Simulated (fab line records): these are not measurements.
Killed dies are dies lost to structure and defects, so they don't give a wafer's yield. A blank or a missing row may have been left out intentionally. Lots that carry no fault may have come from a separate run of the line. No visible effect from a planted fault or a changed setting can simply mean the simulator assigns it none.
Chamber matching	flow gf180mcu	4 sister chambers for GF_V4_CMP_26 on cmp-02
The step polishes, stops on SiO2, t overpolish 15 s, target thk 0 nm. 8 wafers are shown with their chamber, then 7 later ones without.

== WAFERS PAIRED WITH THEIR CHAMBERS ==
wafer	chamber	motor current A (A)	overpolish run s (s)
L548.1	0	12.5	14.993
L549.6	2	14.2	14.995
L559.5	2	14.4	15.007
L561.3	3	13.3	15.003
L561.4	1	9.1	15.007
L561.5	0	13.2	15.001
L563.1	3	13.1	14.991
L563.3	1	8.9	15.000

== WAFERS WITH NO CHAMBER GIVEN ==
wafer	motor current A (A)	overpolish run s (s)
L563.6	15.0	15.005
L564.2	14.5	15.017
L564.4	13.2	14.995
L564.6	15.2	15.001
L565.1	13.9	14.990
L565.3	13.7	14.990
L565.6	8.3	15.006

== WHICH CHAMBER EACH WENT THROUGH ==
wafer	from the rows above	in truth
L563.6	2	2
L564.2	2	2
L564.4	can't be placed: 3 or 0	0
L564.6	2	2
L565.1	can't be placed: 2 or 3 or 0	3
L565.3	can't be placed: 3 or 2 or 0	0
L565.6	1	1
Correct placement for 4 of the 7. Cannot be placed on the basis of these rows: 3; the candidates contain the true chamber in 3. Wrongly placed: 0.
How it was worked out, from the rows above alone: a wafer's distance from a chamber is the root of the sum, over the readings, of the square of ((its reading less the chamber's mean) divided by the reading's scatter). The wafer belongs to the nearest chamber; if the next one is less than 2 further off, it can't be placed. For every chamber, the mean is computed from those of its wafers that are shown. The scatter is the square root of a quotient: the sum, over the shown wafers, of each reading's squared deviation from its chamber's mean, divided by wafers minus chambers.
